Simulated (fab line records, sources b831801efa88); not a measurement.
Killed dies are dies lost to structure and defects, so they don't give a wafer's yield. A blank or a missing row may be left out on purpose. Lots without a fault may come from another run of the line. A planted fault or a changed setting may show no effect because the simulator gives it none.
Which tool did it? | flow sky130 | 13 lots, 39 wafers sampled, at 7 steps of a route of 708

WHAT THE GAUGES READ, wafer by wafer
SKY_VT_ADJUST_HVTP_CD_MEAS_07: target cd 380 nm. Usual: cd_nm 380 nm, standard deviation 3.1.
lot  | measured     | on        | cd_nm (nm)  | flag
L796 | day 6 01:22  | cd_sem-02 | 377 378 377 |
L797 | day 6 09:07  | cd_sem-02 | 386 382 383 |
L798 | day 6 16:19  | cd_sem-02 | 380 382 380 |
L799 | day 6 20:07  | cd_sem-01 | 381 381 382 |
L800 | day 7 03:23  | cd_sem-01 | 381 382 382 |
L801 | day 7 07:40  | cd_sem-02 | 381 382 387 |
L802 | day 7 17:41  | cd_sem-02 | 378 377 377 |
L803 | day 8 03:20  | cd_sem-02 | 382 379 382 |
L806 | day 8 22:25  | cd_sem-01 | 380 378 380 |
L807 | day 9 04:10  | cd_sem-02 | - - -       | OFF
L812 | day 10 08:37 | cd_sem-01 | 373 372 377 |
L817 | day 11 12:00 | cd_sem-01 | 382 379 383 |
L818 | day 11 19:52 | cd_sem-01 | 381 378 380 |

SKY_VT_ADJUST_HVTP_TW_MEAS_11. Usual: VT_ADJUST_HVTP_TW 1353, standard deviation 11.
lot  | measured     | on            | VT_ADJUST_HVTP_TW | flag
L796 | day 6 01:45  | film_metro-02 | 1367 1362 1365    |
L797 | day 6 09:32  | film_metro-04 | 1358 1363 1361    |
L798 | day 6 16:42  | film_metro-04 | 1353 1356 1363    |
L799 | day 6 20:30  | film_metro-02 | 1357 1370 1370    |
L800 | day 7 03:47  | film_metro-02 | 1359 1364 1362    |
L801 | day 7 08:07  | film_metro-04 | 1352 1361 1357    |
L802 | day 7 18:04  | film_metro-02 | 1368 1367 1365    |
L803 | day 8 03:43  | film_metro-01 | 1345 1347 1341    |
L806 | day 8 22:49  | film_metro-02 | 1354 1356 1344    |
L807 | day 9 04:35  | film_metro-04 | 30 30 30          | OFF
L812 | day 10 09:02 | film_metro-01 | 1345 1345 1341    |
L817 | day 11 12:23 | film_metro-02 | 1352 1355 1352    |
L818 | day 11 20:15 | film_metro-02 | 1347 1347 1350    |

SKY_VT_ADJUST_LVTN_TW_MEAS_10. Usual: VT_ADJUST_LVTN_TW 242.5, standard deviation 2.6.
lot  | measured     | on            | VT_ADJUST_LVTN_TW    | flag
L796 | day 6 20:25  | film_metro-04 | 243.8 244.3 242.7    |
L797 | day 7 05:18  | film_metro-04 | 241.7 242.2 241.0    |
L798 | day 7 13:07  | film_metro-03 | 247.2 247.1 244.9    |
L799 | day 7 16:52  | film_metro-03 | 245.1 246.3 245.9    |
L800 | day 7 23:32  | film_metro-03 | 246.1 247.9 246.3    |
L801 | day 8 03:10  | film_metro-01 | 238.6 239.1 238.6    |
L802 | day 8 15:01  | film_metro-04 | 241.5 242.3 240.6    |
L803 | day 9 01:17  | film_metro-04 | 243.1 241.3 243.9    |
L806 | day 9 20:54  | film_metro-03 | 244.1 244.7 244.5    |
L807 | day 10 02:30 | film_metro-01 | 1345.3 1340.8 1340.6 | OFF
L812 | day 11 08:03 | film_metro-01 | 239.1 238.7 239.7    |
L817 | day 12 13:20 | film_metro-04 | 241.3 242.6 241.8    |
L818 | day 12 20:49 | film_metro-03 | 244.3 245.7 245.4    |

SKY_VIA1_CD_MEAS_12: target cd 150 nm. Usual: cd_nm 150.0 nm, standard deviation 1.8.
lot  | measured     | on        | cd_nm (nm)        | flag
L796 | day 33 21:40 | cd_sem-01 | 150.0 150.3 149.9 |
L797 | day 34 07:22 | cd_sem-02 | 150.1 150.3 150.4 |
L798 | day 34 16:19 | cd_sem-02 | 150.5 149.7 151.8 |
L799 | day 35 06:35 | cd_sem-01 | 149.9 149.9 149.4 |
L800 | day 35 07:31 | cd_sem-01 | 148.5 145.8 148.5 |
L801 | day 35 17:07 | cd_sem-01 | 149.5 148.9 149.7 |
L802 | day 36 06:28 | cd_sem-01 | 150.5 150.4 150.6 |
L803 | day 36 11:22 | cd_sem-01 | 147.4 148.7 146.7 |
L806 | day 38 07:05 | cd_sem-01 | 148.7 149.6 148.5 |
L807 | day 38 10:53 | cd_sem-02 | 151.4 153.3 151.8 |
L812 | day 39 04:47 | cd_sem-01 | 152.0 150.8 149.1 |
L817 | day 40 13:55 | cd_sem-02 | 149.9 150.6 150.6 |
L818 | day 40 20:08 | cd_sem-01 | 153.8 152.6 153.2 |

SKY_METAL2_OVL_MEAS_16. Usual: METAL2_OVL 0 nm, standard deviation 4.2.
lot  | measured     | on         | METAL2_OVL (nm) | flag
L796 | day 35 02:11 | overlay-01 | 5 -5 1          |
L797 | day 35 11:49 | overlay-02 | 0 4 5           |
L798 | day 35 20:37 | overlay-01 | 5 5 4           |
L799 | day 36 09:59 | overlay-02 | 0 2 -1          |
L800 | day 36 10:59 | overlay-01 | 0 4 2           |
L801 | day 36 20:26 | overlay-02 | -5 -4 3         |
L802 | day 37 10:51 | overlay-01 | -5 -9 -10       |
L803 | day 37 15:21 | overlay-01 | 6 0 9           |
L806 | day 39 10:17 | overlay-01 | -1 -2 -6        |
L807 | day 39 13:26 | overlay-01 | -4 -3 -3        |
L812 | day 40 07:53 | overlay-02 | 7 2 3           |
L817 | day 41 15:19 | overlay-01 | -7 -5 -10       |
L818 | day 41 21:40 | overlay-02 | -2 -3 -4        |

WHICH TOOL RAN EACH LOT (tool, then ch and the chambers of the sampled wafers, then the start)
lot  | SKY_VT_ADJUST_HVTP_EXPOSE_04        | SKY_VIA1_SPUTTER_20
L796 | iline_stepper-02 ch 0, day 5 15:41  | pvd_sputter-02, day 33 22:28
L797 | iline_stepper-01 ch 0, day 5 23:55  | pvd_sputter-04, day 34 08:13
L798 | iline_stepper-01 ch 0, day 6 06:57  | pvd_sputter-01, day 34 17:08
L799 | iline_stepper-01 ch 0, day 6 10:28  | pvd_sputter-01, day 35 07:24
L800 | iline_stepper-02 ch 0, day 6 17:11  | pvd_sputter-02, day 35 08:21
L801 | iline_stepper-02 ch 0, day 6 22:08  | pvd_sputter-02, day 35 17:58
L802 | iline_stepper-02 ch 0, day 7 08:19  | pvd_sputter-04, day 36 07:20
L803 | iline_stepper-02 ch 0, day 7 17:49  | pvd_sputter-02, day 36 12:12
L806 | iline_stepper-01 ch 0, day 8 12:16  | pvd_sputter-02, day 38 07:56
L807 | iline_stepper-02 ch 0, day 8 18:10  | pvd_sputter-04, day 38 11:45
L812 | iline_stepper-02 ch 0, day 9 21:50  | pvd_sputter-04, day 39 05:38
L817 | iline_stepper-02 ch 0, day 11 01:02 | pvd_sputter-04, day 40 14:46
L818 | iline_stepper-02 ch 0, day 11 08:37 | pvd_sputter-04, day 40 20:58
- SKY_VT_ADJUST_HVTP_EXPOSE_04: exposes mask HVTPM, target cd 380 nm.
- SKY_VIA1_SPUTTER_20: material TiN, target thk 20 nm, time 80 s.

WHAT THE TOOLS THEMSELVES READ (means of the sampled wafers that have a number; where no wafer has one, the mark that the record gives instead)
SKY_VIA1_SPUTTER_20. Usual: throttle_valve_pct 29.8 %, standard deviation 0.87.
lot  | tool           | throttle_valve_pct (%) | flag
L796 | pvd_sputter-02 | 29.7                   |
L797 | pvd_sputter-04 | 29.3                   |
L798 | pvd_sputter-01 | 30.0                   |
L799 | pvd_sputter-01 | 30.2                   |
L800 | pvd_sputter-02 | 29.7                   |
L801 | pvd_sputter-02 | 29.6                   |
L802 | pvd_sputter-04 | 30.3                   |
L803 | pvd_sputter-02 | 29.0                   |
L806 | pvd_sputter-02 | 30.3                   |
L807 | pvd_sputter-04 | 30.2                   |
L812 | pvd_sputter-04 | 30.2                   |
L817 | pvd_sputter-04 | 29.7                   |
L818 | pvd_sputter-04 | 29.7                   |

THE ANSWER, worked out from the rows above alone
Rule: a lot is off if the mean of its wafers that have a number lies more than 3 standard deviations from the usual mean. A lot without any number at a reading at which 4 lots or more have one is off too. The other lots that the step has rows for count as sound. The gauges are gone through in route order, then the tools' own readings, and for those a lot's mean is taken as printed above. The first step at which some lot is off is used, and at that step the reading that is off furthest; a lot without a number counts as furthest.
Off: L807, at SKY_VT_ADJUST_HVTP_CD_MEAS_07 (cd_nm). Without a number there: L807.
A tool fits if, at a process step before that reading, it ran every lot that is off, and no sound lot after the first of them. The gauges at SKY_VT_ADJUST_HVTP_CD_MEAS_07 aren't tried: what is off there is off at SKY_VT_ADJUST_HVTP_TW_MEAS_11 too, on other tools, and a gauge's error can't cause that. None of those tried fits.

WHAT THE SIMULATOR HAD PUT IN
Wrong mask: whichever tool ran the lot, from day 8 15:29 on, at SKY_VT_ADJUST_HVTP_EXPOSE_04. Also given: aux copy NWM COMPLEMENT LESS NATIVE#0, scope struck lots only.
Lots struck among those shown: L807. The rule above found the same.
